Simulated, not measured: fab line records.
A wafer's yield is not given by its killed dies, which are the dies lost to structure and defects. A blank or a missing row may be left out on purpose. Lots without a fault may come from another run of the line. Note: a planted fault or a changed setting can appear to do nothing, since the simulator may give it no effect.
fab line records ; flow sky130 ; part 1 of 2: steps 1 to 23 of 31
record lots=5; wafers=15; last_day=49
route steps=708 shown METAL3@561 VIA3@573
lots with no fault: from the same line, run without faults
start_h: hours from the record's opening day to when the first of the lot's shown wafers began ; wait_h: hours from the lot's prior step to this one ; " the same as in the row above ; L1.1+2: a row that stands for several wafers ; - either no value or no given start ; * or withheld: withheld ; < > ~ a bound
route shown NAME@n: NAME is a module with steps in the file, n the number in the route of the first one ; usual: mean/standard deviation taken from wafers without a fault ; same: alike in all rows ; chamber/n: place in a boat ; sites: readings site by site ; _std_site: their standard deviation ; _edge_site: inner sites' mean taken away from outer sites' mean ; radius_mm: for every site, how far away it sits from the centre of the wafer ; mask NAME#n: copy n ; behind: tool/chamber where the wafer was last shaped ; hold: why the lot was held/for how many hours/how that ended ; device: which transistor (n, p or np) failed to switch ; end of line: the route-end tests of the same wafers ; for a step that has no rows: nothing shown but its recipe ; killed: at the first sort, the dies lost to defects and structure; wafer yield is something else ; map: dies across one wafer; x = killed, . = not, _ = none there
set.NAME: the run value of the setting; set.NAME@STEP: its run value at that earlier step ; model.NAME: the simulator's own value behind a step, which no gauge read
certain route steps with their lots: each step a table, each wafer a row
services: when a tool's chamber went out of use (start_h, in hours from the record's first day, below 0 if earlier), for how many hours, and the reason
## steps
# step SKY_METAL3_PEB_11
# recipe peb_temp_c=withheld; peb_time_s=withheld; resist=KrF-thick
# usual chill_plate_temp_C=*; resist_line_temp_C=*
lot.wafer;tool;chamber;start_h;wait_h;chill_plate_temp_C;resist_line_temp_C
L074.1;litho_track-01;0;-;-;*;*
L074.3;litho_track-01;0;-;-;*;*
L074.4;litho_track-01;0;-;-;*;*
L085.1;litho_track-03;0;-;-;*;*
L085.3;litho_track-03;0;-;-;*;*
L085.6;litho_track-03;0;-;-;*;*
L087.3;litho_track-04;0;-;-;*;*
L087.5;litho_track-04;0;-;-;*;*
L087.6;litho_track-04;0;-;-;*;*
L091.1;litho_track-04;0;-;-;*;*
L091.2;litho_track-04;0;-;-;*;*
L091.5;litho_track-04;0;-;-;*;*
L094.1;litho_track-04;0;-;-;*;*
L094.2;litho_track-04;0;-;-;*;*
L094.4;litho_track-04;0;-;-;*;*
# step SKY_METAL3_DEVELOP_12
# recipe develop_time_s=60; resist=KrF-thick; dev_temp_c=21
# usual chill_plate_temp_C=23.00/0.1; resist_line_temp_C=22.97/0.093
lot.wafer;tool;chamber;start_h;wait_h;chill_plate_temp_C;resist_line_temp_C
L074.1;litho_track-01;0;-;-;22.91;22.88
L074.3;litho_track-01;0;-;-;22.96;22.94
L074.4;litho_track-01;0;-;-;23.08;23.02
L085.1;litho_track-03;0;-;-;23.08;23.04
L085.3;litho_track-03;0;-;-;23.06;23.07
L085.6;litho_track-03;0;-;-;23.05;23.04
L087.3;litho_track-04;0;-;-;23.01;22.98
L087.5;litho_track-04;0;-;-;23.02;22.96
L087.6;litho_track-04;0;-;-;23.01;22.98
L091.1;litho_track-04;0;-;-;22.94;22.89
L091.2;litho_track-04;0;-;-;22.89;22.91
L091.5;litho_track-04;0;-;-;22.88;22.94
L094.1;litho_track-04;0;-;-;22.93;23.02
L094.2;litho_track-04;0;-;-;22.94;22.97
L094.4;litho_track-04;0;-;-;22.92;22.96
# step SKY_METAL3_CD_MEAS_13
# recipe target_cd_nm=300
# usual cd_nm=299.5/1.2
lot.wafer;tool;chamber;start_h;wait_h;cd_nm
L074.1;cd_sem-01;-;900.26;-;301.2
L074.3;cd_sem-01;-;900.26;-;301.3
L074.4;cd_sem-01;-;900.26;-;302.1
L085.1;cd_sem-01;-;990.47;-;301.1
L085.3;cd_sem-01;-;990.47;-;299.7
L085.6;cd_sem-01;-;990.47;-;300.4
L087.3;cd_sem-01;-;1001.50;-;299.2
L087.5;cd_sem-01;-;1001.50;-;298.7
L087.6;cd_sem-01;-;1001.50;-;300.2
L091.1;cd_sem-02;-;1025.56;-;299.8
L091.2;cd_sem-02;-;1025.56;-;300.4
L091.5;cd_sem-02;-;1025.56;-;300.8
L094.1;cd_sem-02;-;1036.56;-;299.8
L094.2;cd_sem-02;-;1036.56;-;301.4
L094.4;cd_sem-02;-;1036.56;-;300.4
# step SKY_METAL3_OVL_MEAS_14
# usual METAL3_OVL=-3/4.6
lot.wafer;tool;chamber;start_h;wait_h;METAL3_OVL[nm]
L074.1;overlay-02;-;900.38;0.1;-5
L074.3;overlay-02;-;900.38;0.1;-2
L074.4;overlay-02;-;900.38;0.1;-6
L085.1;overlay-01;-;990.59;0.1;4
L085.3;overlay-01;-;990.59;0.1;-1
L085.6;overlay-01;-;990.59;0.1;6
L087.3;overlay-02;-;1001.59;0.1;-4
L087.5;overlay-02;-;1001.59;0.1;0
L087.6;overlay-02;-;1001.59;0.1;-4
L091.1;overlay-02;-;1025.68;0.1;-1
L091.2;overlay-02;-;1025.68;0.1;-2
L091.5;overlay-02;-;1025.68;0.1;-10
L094.1;overlay-02;-;1036.68;0.1;-2
L094.2;overlay-02;-;1036.68;0.1;8
L094.4;overlay-02;-;1036.68;0.1;-2
# step SKY_METAL3_DESCUM_15
# recipe chemistry=O2; source_power_w=150; bias_power_w=0; pressure_mtorr=10; temp_c=40; time_s=8
# usual drypump_motor_current_A=6.3/0.37; oes_product_au=1.004/0.012; temp_c=40.01/0.097
# same bias_power_w=0; time_s=8
lot.wafer;tool;chamber;start_h;wait_h;drypump_motor_current_A;oes_product_au;rf_hours_counter_h;temp_c
L074.1;rie_metal-02;1;900.42;0.0;6.6;0.997;3;39.98
L074.3;rie_metal-02;0;900.42;0.0;6.2;1.002;-;39.89
L074.4;rie_metal-02;1;900.42;0.0;6.6;0.994;-;39.88
L085.1;rie_metal-02;0;990.63;0.0;6.2;1.014;7;39.88
L085.3;rie_metal-02;0;990.63;0.0;6.3;1.015;-;40.08
L085.6;rie_metal-02;1;990.63;0.0;6.6;1.006;-;40.11
L087.3;rie_metal-03;1;1001.62;0.0;6.8;0.993;-;39.91
L087.5;rie_metal-03;0;1001.62;0.0;5.7;0.993;-;39.84
L087.6;rie_metal-03;1;1001.62;0.0;6.8;0.996;-;39.88
L091.1;rie_metal-02;0;1025.71;0.0;6.2;1.019;9;39.92
L091.2;rie_metal-02;1;1025.71;0.0;6.6;0.988;10;39.93
L091.5;rie_metal-02;0;1025.71;0.0;6.3;1.023;-;40.16
L094.1;rie_metal-03;0;1036.71;0.0;5.6;0.999;12;39.90
L094.2;rie_metal-03;1;1036.71;0.0;6.8;0.997;15;40.07
L094.4;rie_metal-03;0;1036.71;0.0;5.7;1.000;-;39.81
# step SKY_METAL3_ETCH_16
# recipe chemistry=N2/H2; target=BARC; ion_energy_ev=200; bias_w=100; pressure_mtorr=30; n2_flow_sccm=100; h2_flow_sccm=200; icp_w=500; stop_on=SiO2; time_s=88.2; target_depth_a=600
# usual drypump_motor_current_A=6.3/0.37; oes_product_au=0.626/0.0039; throttle_valve_pct=13.205/0.0081
# same time_s=88.2
lot.wafer;tool;chamber;start_h;wait_h;drypump_motor_current_A;oes_product_au;rf_hours_counter_h;throttle_valve_pct
L074.1;rie_metal-02;1;900.45;0.0;6.6;0.626;3;13.198
L074.3;rie_metal-02;0;900.45;0.0;6.3;0.622;-;13.198
L074.4;rie_metal-02;1;900.45;0.0;6.6;0.623;-;13.211
L085.1;rie_metal-02;0;990.66;0.0;6.3;0.622;7;13.205
L085.3;rie_metal-02;0;990.66;0.0;6.3;0.627;-;13.199
L085.6;rie_metal-02;1;990.66;0.0;6.6;0.629;-;13.210
L087.3;rie_metal-03;1;1001.68;0.0;6.8;0.634;-;13.209
L087.5;rie_metal-03;0;1001.68;0.0;5.7;0.622;-;13.213
L087.6;rie_metal-03;1;1001.68;0.0;6.8;0.628;-;13.211
L091.1;rie_metal-02;0;1025.75;0.0;6.2;0.629;9;13.207
L091.2;rie_metal-02;1;1025.75;0.0;6.6;0.626;10;13.203
L091.5;rie_metal-02;0;1025.75;0.0;6.3;0.630;-;13.202
L094.1;rie_metal-03;0;1036.75;0.0;5.7;0.621;12;13.217
L094.2;rie_metal-03;1;1036.75;0.0;6.8;0.625;15;13.218
L094.4;rie_metal-03;0;1036.75;0.0;5.7;0.624;-;13.207
# step SKY_METAL3_ETCH_17
# recipe target=SiO2; stop_on=TiN; chemistry=C4F8/O2/Ar; source_w=1500; bias_w=1200; pressure_mtorr=40; c4f8_flow_sccm=withheld; O2_flow_sccm=6; Ar_flow_sccm=300; time_s=3.9; target_depth_a=150
# usual oes_product_au=0.751/0.0067
# same time_s=3.9
lot.wafer;tool;chamber;start_h;wait_h;oes_product_au
L074.1;rie_diel-01;2;900.55;0.1;0.759
L074.3;rie_diel-01;3;900.55;0.1;0.757
L074.4;rie_diel-01;0;900.55;0.1;0.758
L085.1;rie_diel-01;1;990.76;0.1;0.737
L085.3;rie_diel-01;2;990.76;0.1;0.750
L085.6;rie_diel-01;0;990.76;0.1;0.752
L087.3;rie_diel-03;3;1001.74;0.0;0.751
L087.5;rie_diel-03;2;1001.74;0.0;0.755
L087.6;rie_diel-03;3;1001.74;0.0;0.757
L091.1;rie_diel-02;0;1025.84;0.1;0.746
L091.2;rie_diel-02;1;1025.84;0.1;0.749
L091.5;rie_diel-02;1;1025.84;0.1;0.767
L094.1;rie_diel-01;0;1036.84;0.1;0.744
L094.2;rie_diel-01;1;1036.84;0.1;0.744
L094.4;rie_diel-01;2;1036.84;0.1;0.746
# step SKY_METAL3_METAL_ETCH_18
# recipe target_depth_a=8450; stop_on=SiO2; over_etch_frac=0.3; time_s=183.1; chemistry=Cl2/BCl3; resist_sidewall_deg=88; pressure_mtorr=10; icp_w=900; bias_w=48.5; Cl2_flow_sccm=60; bcl3_flow_sccm=30
# usual drypump_motor_current_A=6.3/0.39; mfc_cl2_sccm=60.02/0.16; oes_product_au=0.865/0.0062; throttle_valve_pct=22.265/0.0088
# same time_s=183.1
lot.wafer;tool;chamber;start_h;wait_h;drypump_motor_current_A;mfc_cl2_sccm;oes_product_au;rf_hours_counter_h;throttle_valve_pct
L074.1;rie_metal-01;0;900.56;0.0;6.3;60.25;0.872;11;22.275
L074.3;rie_metal-01;0;900.56;0.0;6.2;60.17;0.857;-;22.279
L074.4;rie_metal-01;1;900.56;0.0;5.9;59.88;0.860;-;22.274
L085.1;rie_metal-01;0;990.78;0.0;6.2;59.97;0.873;15;22.258
L085.3;rie_metal-01;1;990.78;0.0;5.9;59.99;0.861;-;22.261
L085.6;rie_metal-01;1;990.78;0.0;5.9;60.17;0.872;-;22.250
L087.3;rie_metal-02;1;1001.82;0.1;6.6;59.86;0.871;-;22.273
L087.5;rie_metal-02;1;1001.82;0.1;6.6;59.83;0.863;-;22.280
L087.6;rie_metal-02;0;1001.82;0.1;6.2;59.90;0.854;-;22.256
L091.1;rie_metal-01;0;1025.86;0.0;6.2;59.76;0.864;17;22.253
L091.2;rie_metal-01;1;1025.86;0.0;6.0;60.22;0.868;13;22.269
L091.5;rie_metal-01;1;1025.86;0.0;5.9;59.91;0.872;-;22.258
L094.1;rie_metal-02;0;1036.86;0.0;6.3;60.14;0.863;9;22.243
L094.2;rie_metal-02;1;1036.86;0.0;6.6;60.07;0.862;10;22.262
L094.4;rie_metal-02;0;1036.86;0.0;6.2;59.96;0.866;-;22.266
# step SKY_METAL3_STRIP_19
# recipe chemistry=O2/N2; power_w=1400; pressure_mtorr=1500; platen_temp_c=withheld; o2_flow_sccm=3000; n2_flow_sccm=300; overash_fraction=0.5
# usual drypump_motor_current_A=5.7/0.47; oes_product_au=0.501/0.0069; strip_time_to_endpoint_s=6.50/0.11
lot.wafer;tool;chamber;start_h;wait_h;drypump_motor_current_A;oes_product_au;rf_hours_counter_h;strip_time_to_endpoint_s
L074.1;plasma_asher-02;1;900.74;0.1;5.6;0.493;109;6.38
L074.3;plasma_asher-02;0;900.74;0.1;4.9;0.501;-;6.39
L074.4;plasma_asher-02;1;900.74;0.1;5.6;0.510;-;6.62
L085.1;plasma_asher-03;1;990.96;0.1;5.4;0.487;24;6.34
L085.3;plasma_asher-03;1;990.96;0.1;5.4;0.506;-;6.58
L085.6;plasma_asher-03;1;990.96;0.1;5.4;0.506;-;6.56
L087.3;plasma_asher-04;1;1001.97;0.1;5.9;0.502;-;6.46
L087.5;plasma_asher-04;0;1001.97;0.1;5.6;0.502;-;6.54
L087.6;plasma_asher-04;1;1001.97;0.1;5.9;0.494;-;6.37
L091.1;plasma_asher-02;0;1026.04;0.1;4.9;0.504;121;6.47
L091.2;plasma_asher-02;1;1026.04;0.1;5.6;0.515;121;6.62
L091.5;plasma_asher-02;0;1026.04;0.1;4.9;0.513;-;6.68
L094.1;plasma_asher-03;1;1037.04;0.1;5.4;0.489;29;6.23
L094.2;plasma_asher-03;0;1037.04;0.1;6.4;0.510;29;6.53
L094.4;plasma_asher-03;0;1037.04;0.1;6.4;0.494;-;6.30
# step SKY_METAL3_STRIP_20
# recipe chemistry=post_etch_residue_remover; time_s=1200; temp_c=72.5
# usual temp_c=72.56/0.1
# same time_s=1200
lot.wafer;tool;chamber;start_h;wait_h;temp_c
L074.1;wet_bench-01;2;900.84;0.1;72.58
L074.3;wet_bench-01;2;900.84;0.1;72.42
L074.4;wet_bench-01;2;900.84;0.1;72.51
L085.1;wet_bench-03;2;991.06;0.1;72.70
L085.3;wet_bench-03;2;991.06;0.1;72.40
L085.6;wet_bench-03;2;991.06;0.1;72.56
L087.3;wet_bench-04;3;1002.04;0.0;72.49
L087.5;wet_bench-04;3;1002.04;0.0;72.50
L087.6;wet_bench-04;3;1002.04;0.0;72.42
L091.1;wet_bench-04;0;1026.14;0.1;72.63
L091.2;wet_bench-04;0;1026.14;0.1;72.63
L091.5;wet_bench-04;0;1026.14;0.1;72.62
L094.1;wet_bench-01;0;1037.14;0.1;72.54
L094.2;wet_bench-01;0;1037.14;0.1;72.57
L094.4;wet_bench-01;0;1037.14;0.1;72.61
# step SKY_METAL3_CLEAN_21
# recipe chemistry=IPA; time_s=180; temp_c=25
# usual temp_c=25.00/0.1
# same time_s=180
lot.wafer;tool;chamber;start_h;wait_h;temp_c
L074.1;wet_bench-03;3;901.18;0.0;25.15
L074.3;wet_bench-03;3;901.18;0.0;25.05
L074.4;wet_bench-03;3;901.18;0.0;25.07
L085.1;wet_bench-03;2;991.43;0.0;25.06
L085.3;wet_bench-03;2;991.43;0.0;25.05
L085.6;wet_bench-03;2;991.43;0.0;25.05
L087.3;wet_bench-01;3;1002.38;0.0;25.02
L087.5;wet_bench-01;3;1002.38;0.0;25.05
L087.6;wet_bench-01;3;1002.38;0.0;25.15
L091.1;wet_bench-03;2;1026.48;0.0;25.02
L091.2;wet_bench-03;2;1026.48;0.0;24.83
L091.5;wet_bench-03;2;1026.48;0.0;25.07
L094.1;wet_bench-04;0;1037.48;0.0;24.97
L094.2;wet_bench-04;0;1037.48;0.0;25.00
L094.4;wet_bench-04;0;1037.48;0.0;24.91
# step SKY_METAL3_CLEAN_22
# recipe chemistry=O3/DIW; dry=n2_spin
lot.wafer;tool;chamber;start_h;wait_h
L074.1+3+4;wet_bench-04;2;901.24;0.0
L085.1+3+6;wet_bench-04;3;991.49;0.0
L087.3+5+6;wet_bench-03;0;1002.44;0.0
L091.1+2+5;wet_bench-04;0;1026.54;0.0
L094.1+2+4;wet_bench-03;1;1037.55;0.0
# step SKY_VIA3_HDPCVD_00
# recipe material=SiO2; target_thk_nm=1635; sigma_open_frac=0.3; time_s=272.5; temp_c=400; sih4_flow_sccm=60; pressure_mtorr=6
# same time_s=272.5
lot.wafer;tool;chamber;start_h;wait_h
L074.1+3+4;hdpcvd-01;0,2,1;901.33;0.0
L085.1+3+6;hdpcvd-01;1,2,0;991.58;0.0
L087.3+5+6;hdpcvd-02;0,0,2;1002.53;0.0
L091.1+2+5;hdpcvd-02;1,0,0;1026.63;0.0
L094.1+2+4;hdpcvd-01;1,0,0;1037.65;0.0
# step SKY_VIA3_THK_MEAS_01
# recipe reads=SiO2_of_VIA3_HDPCVD_00
# usual VIA3_HDPCVD_THK=1634/19
lot.wafer;tool;chamber;start_h;wait_h;VIA3_HDPCVD_THK[nm]
L074.1;film_metro-02;-;901.50;0.1;1653
L074.3;film_metro-02;-;901.50;0.1;1663
L074.4;film_metro-02;-;901.50;0.1;1632
L085.1;film_metro-02;-;991.75;0.1;1604
L085.3;film_metro-02;-;991.75;0.1;1637
L085.6;film_metro-02;-;991.75;0.1;1624
L087.3;film_metro-02;-;1002.72;0.1;1658
L087.5;film_metro-02;-;1002.72;0.1;1652
L087.6;film_metro-02;-;1002.72;0.1;1639
L091.1;film_metro-01;-;1026.80;0.1;1634
L091.2;film_metro-01;-;1026.80;0.1;1626
L091.5;film_metro-01;-;1026.80;0.1;1643
L094.1;film_metro-02;-;1037.82;0.1;1616
L094.2;film_metro-02;-;1037.82;0.1;1615
L094.4;film_metro-02;-;1037.82;0.1;1638
# step SKY_VIA3_CMP_02
# recipe material=SiO2; down_force_psi=4; platen_rpm=60; pad_velocity_m_s=0.94248
# usual motor_current_A=12.1/1.3; retaining_ring_pressure_frac=1.001/0.0045
lot.wafer;tool;chamber;start_h;wait_h;motor_current_A;retaining_ring_pressure_frac
L074.1;cmp-01;0;901.56;0.1;10.8;1.001
L074.3;cmp-01;2;901.56;0.1;11.7;1.005
L074.4;cmp-01;3;901.56;0.1;11.6;1.001
L085.1;cmp-01;3;991.81;0.1;10.6;1.000
L085.3;cmp-01;0;991.81;0.1;10.8;1.002
L085.6;cmp-01;3;991.81;0.1;11.8;1.001
L087.3;cmp-01;1;1002.91;0.2;14.5;1.002
L087.6;cmp-01;2;1002.91;0.2;11.6;1.002
L087.5;cmp-01;3;1002.91;0.2;11.2;1.002
L091.1;cmp-02;2;1026.86;0.1;13.9;1.004
L091.2;cmp-02;3;1026.86;0.1;13.2;0.998
L091.5;cmp-02;3;1026.86;0.1;13.2;0.993
L094.2;cmp-01;0;1037.88;0.0;11.4;1.001
L094.1;cmp-01;1;1037.88;0.0;14.0;1.011
L094.4;cmp-01;3;1037.88;0.0;11.6;0.997
# step SKY_VIA3_BOW_MEAS_03
# recipe mode=bow
# usual VIA3_BOW=79/7.9
lot.wafer;tool;chamber;start_h;wait_h;VIA3_BOW[um]
L074.1;film_metro-01;-;901.86;0.2;84
L074.3;film_metro-01;-;901.86;0.2;86
L074.4;film_metro-01;-;901.86;0.2;90
L085.1;film_metro-03;-;992.11;0.2;101
L085.3;film_metro-03;-;992.11;0.2;91
L085.6;film_metro-03;-;992.11;0.2;93
L087.3;film_metro-02;-;1003.10;0.1;88
L087.5;film_metro-02;-;1003.10;0.1;74
L087.6;film_metro-02;-;1003.10;0.1;85
L091.1;film_metro-01;-;1027.16;0.2;85
L091.2;film_metro-01;-;1027.16;0.2;87
L091.5;film_metro-01;-;1027.16;0.2;92
L094.1;film_metro-03;-;1038.18;0.2;82
L094.2;film_metro-03;-;1038.18;0.2;85
L094.4;film_metro-03;-;1038.18;0.2;67
# step SKY_VIA3_DEHYDRATE_04
# recipe temp_c=200; time_s=60
# usual chill_plate_temp_C=22.97/0.1; plate_temp_C=199.94/0.14; resist_line_temp_C=22.99/0.095
# same time_s=60
lot.wafer;tool;chamber;start_h;wait_h;chill_plate_temp_C;plate_temp_C;resist_line_temp_C
L074.1;litho_track-02;0;913.15;11.3;22.72;199.87;23.03
L074.3;litho_track-02;0;913.15;11.3;22.89;199.73;22.95
L074.4;litho_track-02;0;913.15;11.3;22.88;199.69;23.03
L085.1;litho_track-03;0;1003.27;11.1;23.05;199.95;23.21
L085.3;litho_track-03;0;1003.27;11.1;22.98;199.88;23.07
L085.6;litho_track-03;0;1003.27;11.1;23.10;200.06;23.13
L087.3;litho_track-03;0;1013.92;10.8;22.97;199.95;22.83
L087.5;litho_track-03;0;1013.92;10.8;22.95;199.77;22.90
L087.6;litho_track-03;0;1013.92;10.8;23.08;199.86;23.05
L091.1;litho_track-03;0;1037.42;10.2;22.89;200.11;22.91
L091.2;litho_track-03;0;1037.42;10.2;22.89;200.02;22.91
L091.5;litho_track-03;0;1037.42;10.2;22.91;199.90;22.87
L094.1;litho_track-02;0;1048.45;10.3;22.90;200.02;22.88
L094.2;litho_track-02;0;1048.45;10.3;22.94;200.01;23.08
L094.4;litho_track-02;0;1048.45;10.3;22.93;199.94;23.09
# step SKY_VIA3_HMDS_05
# recipe prime_time_s=60; prime_temp_c=120
# usual chill_plate_temp_C=23.03/0.1; resist_line_temp_C=23.05/0.1
lot.wafer;tool;chamber;start_h;wait_h;chill_plate_temp_C;resist_line_temp_C
L074.1;litho_track-02;0;913.30;0.1;22.78;23.14
L074.3;litho_track-02;0;913.30;0.1;22.89;23.23
L074.4;litho_track-02;0;913.30;0.1;23.03;23.15
L085.1;litho_track-03;0;1003.42;0.1;23.03;22.96
L085.3;litho_track-03;0;1003.42;0.1;23.01;23.07
L085.6;litho_track-03;0;1003.42;0.1;22.90;22.92
L087.3;litho_track-03;0;1014.07;0.1;23.14;23.23
L087.5;litho_track-03;0;1014.07;0.1;23.24;23.04
L087.6;litho_track-03;0;1014.07;0.1;23.05;23.13
L091.1;litho_track-03;0;1037.57;0.1;22.97;23.08
L091.2;litho_track-03;0;1037.57;0.1;22.92;22.71
L091.5;litho_track-03;0;1037.57;0.1;23.04;22.99
L094.1;litho_track-02;0;1048.60;0.1;23.12;23.05
L094.2;litho_track-02;0;1048.60;0.1;22.91;22.94
L094.4;litho_track-02;0;1048.60;0.1;23.17;22.90
# step SKY_VIA3_COAT_06
# recipe resist=BARC; temp_c=withheld; time_s=withheld; spin_rpm=3000; resist_thk_nm=60
# usual chill_plate_temp_C=*; resist_line_temp_C=*
lot.wafer;tool;chamber;start_h;wait_h;chill_plate_temp_C;resist_line_temp_C
L074.1;litho_track-02;0;913.45;0.1;*;*
L074.3;litho_track-02;0;913.45;0.1;*;*
L074.4;litho_track-02;0;913.45;0.1;*;*
L085.1;litho_track-03;0;1003.57;0.1;*;*
L085.3;litho_track-03;0;1003.57;0.1;*;*
L085.6;litho_track-03;0;1003.57;0.1;*;*
L087.3;litho_track-03;0;1014.22;0.1;*;*
L087.5;litho_track-03;0;1014.22;0.1;*;*
L087.6;litho_track-03;0;1014.22;0.1;*;*
L091.1;litho_track-03;0;1037.72;0.1;*;*
L091.2;litho_track-03;0;1037.72;0.1;*;*
L091.5;litho_track-03;0;1037.72;0.1;*;*
L094.1;litho_track-02;0;1048.75;0.1;*;*
L094.2;litho_track-02;0;1048.75;0.1;*;*
L094.4;litho_track-02;0;1048.75;0.1;*;*
# step SKY_VIA3_COAT_07
# recipe resist=KrF-thick; spin_rpm=3000; resist_thk_nm=450
# usual chill_plate_temp_C=23.00/0.1; resist_line_temp_C=23.01/0.12
lot.wafer;tool;chamber;start_h;wait_h;chill_plate_temp_C;resist_line_temp_C
L074.1;litho_track-02;0;-;-;22.92;22.99
L074.3;litho_track-02;0;-;-;23.09;23.04
L074.4;litho_track-02;0;-;-;22.90;23.21
L085.1;litho_track-03;0;-;-;23.01;23.03
L085.3;litho_track-03;0;-;-;22.98;22.80
L085.6;litho_track-03;0;-;-;22.91;22.95
L087.3;litho_track-03;0;-;-;22.96;23.23
L087.5;litho_track-03;0;-;-;22.91;23.12
L087.6;litho_track-03;0;-;-;22.94;23.13
L091.1;litho_track-03;0;-;-;23.00;22.84
L091.2;litho_track-03;0;-;-;22.78;23.10
L091.5;litho_track-03;0;-;-;22.98;23.01
L094.1;litho_track-02;0;-;-;22.83;22.98
L094.2;litho_track-02;0;-;-;23.14;23.03
L094.4;litho_track-02;0;-;-;22.97;23.05
# step SKY_VIA3_SOFTBAKE_08
# recipe temp_c=100; time_s=90; resist=KrF-thick
# usual chill_plate_temp_C=23.00/0.1; plate_temp_C=100.00/0.12; resist_line_temp_C=23.00/0.1
# same time_s=90
lot.wafer;tool;chamber;start_h;wait_h;chill_plate_temp_C;plate_temp_C;resist_line_temp_C
L074.1;litho_track-02;0;-;-;22.92;100.02;23.10
L074.3;litho_track-02;0;-;-;22.78;99.93;23.19
L074.4;litho_track-02;0;-;-;22.79;99.98;22.97
L085.1;litho_track-03;0;-;-;22.88;100.10;22.96
L085.3;litho_track-03;0;-;-;22.95;100.17;22.80
L085.6;litho_track-03;0;-;-;22.89;100.32;22.86
L087.3;litho_track-03;0;-;-;23.05;100.10;23.02
L087.5;litho_track-03;0;-;-;22.97;99.98;22.95
L087.6;litho_track-03;0;-;-;23.10;100.17;23.06
L091.1;litho_track-03;0;-;-;22.88;100.01;22.98
L091.2;litho_track-03;0;-;-;23.05;100.01;22.94
L091.5;litho_track-03;0;-;-;22.99;100.04;23.23
L094.1;litho_track-02;0;-;-;23.19;99.94;23.02
L094.2;litho_track-02;0;-;-;22.90;100.09;22.95
L094.4;litho_track-02;0;-;-;23.10;100.00;23.05
# step SKY_VIA3_EXPOSE_09
# recipe mask_id=VIM3; na=0.8; source_shape=annular; sigma_inner=0.55; sigma_outer=0.85; target_cd_nm=200; dose_mj=38
lot.wafer;tool;chamber;start_h;wait_h;mask
L074.1+3+4;krf_scanner-01;0;-;-;VIM3#0
L085.1+3+6;krf_scanner-01;0;-;-;VIM3#0
L087.3+5+6;krf_scanner-02;0;-;-;VIM3#0
L091.1+2+5;krf_scanner-02;0;-;-;VIM3#0
L094.1+2+4;krf_scanner-02;0;-;-;VIM3#0
# step SKY_VIA3_PEB_10
# recipe peb_temp_c=withheld; peb_time_s=withheld; resist=KrF-thick
# usual chill_plate_temp_C=*; resist_line_temp_C=*
lot.wafer;tool;chamber;start_h;wait_h;chill_plate_temp_C;resist_line_temp_C
L074.1;litho_track-04;0;-;-;*;*
L074.3;litho_track-04;0;-;-;*;*
L074.4;litho_track-04;0;-;-;*;*
L085.1;litho_track-04;0;-;-;*;*
L085.3;litho_track-04;0;-;-;*;*
L085.6;litho_track-04;0;-;-;*;*
L087.3;litho_track-02;0;-;-;*;*
L087.5;litho_track-02;0;-;-;*;*
L087.6;litho_track-02;0;-;-;*;*
L091.1;litho_track-02;0;-;-;*;*
L091.2;litho_track-02;0;-;-;*;*
L091.5;litho_track-02;0;-;-;*;*
L094.1;litho_track-02;0;-;-;*;*
L094.2;litho_track-02;0;-;-;*;*
L094.4;litho_track-02;0;-;-;*;*
